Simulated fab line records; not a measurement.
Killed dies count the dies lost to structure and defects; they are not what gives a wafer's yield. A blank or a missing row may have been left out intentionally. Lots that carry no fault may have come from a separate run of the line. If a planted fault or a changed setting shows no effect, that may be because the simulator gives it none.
Matching of chambers :: flow gf180mcu :: 3 sister chambers for GF_CONTACT_CVD_02 on pecvd-02
The step deposits SiO2 from TEOS, target thk 860 nm, time 95.992 s. 6 wafers are shown with their chamber, then 9 later ones without.

## WAFERS PAIRED WITH THEIR CHAMBERS
wafer: L821.4
chamber: 0
heater_power_w (W): 771
susceptor_temp_C (C): 399.96

wafer: L822.4
chamber: 0
heater_power_w (W): 728
susceptor_temp_C (C): 400.51

wafer: L822.6
chamber: 1
heater_power_w (W): 654
susceptor_temp_C (C): 399.93

wafer: L823.1
chamber: 2
heater_power_w (W): 496
susceptor_temp_C (C): 399.97

wafer: L823.3
chamber: 1
heater_power_w (W): 632
susceptor_temp_C (C): 399.95

wafer: L823.6
chamber: 2
heater_power_w (W): 553
susceptor_temp_C (C): 399.90

## WAFERS WITHOUT THEIR CHAMBER
wafer: L824.1
heater_power_w (W): 502
susceptor_temp_C (C): 399.84

wafer: L824.4
heater_power_w (W): 621
susceptor_temp_C (C): 400.06

wafer: L824.5
heater_power_w (W): 562
susceptor_temp_C (C): 399.58

wafer: L832.2
heater_power_w (W): 725
susceptor_temp_C (C): 399.96

wafer: L832.4
heater_power_w (W): 581
susceptor_temp_C (C): 399.96

wafer: L832.5
heater_power_w (W): 562
susceptor_temp_C (C): 399.73

wafer: L833.2
heater_power_w (W): 709
susceptor_temp_C (C): 400.12

wafer: L833.3
heater_power_w (W): 793
susceptor_temp_C (C): 399.98

wafer: L833.5
heater_power_w (W): 584
susceptor_temp_C (C): 399.94

## CHAMBER TAKEN BY EACH
wafer: L824.1
from the rows above: 2
in truth: 2

wafer: L824.4
from the rows above: 1
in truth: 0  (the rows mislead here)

wafer: L824.5
from the rows above: can't be placed: 2 or 1
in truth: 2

wafer: L832.2
from the rows above: can't be placed: 0 or 1
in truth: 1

wafer: L832.4
from the rows above: can't be placed: 2 or 1
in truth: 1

wafer: L832.5
from the rows above: can't be placed: 2 or 1
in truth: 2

wafer: L833.2
from the rows above: can't be placed: 0 or 1
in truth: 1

wafer: L833.3
from the rows above: 0
in truth: 0

wafer: L833.5
from the rows above: can't be placed: 1 or 2
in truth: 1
Placed correctly: 2 of 9. Can't be placed from these rows: 6 (the true chamber is among the candidates in 6). Number placed wrongly: 1.
How it was worked out, from the rows above alone: a wafer's distance from a chamber is the root of the sum, over the readings, of the square of ((its reading less the chamber's mean) divided by the reading's scatter). The wafer belongs to the nearest chamber; if the next one is less than 2 further off, it can't be placed. Each chamber's mean is taken over the wafers shown for it. The scatter: take each reading less its chamber's mean, square it, sum over the shown wafers, divide by the number of wafers less the number of chambers, and take the root.
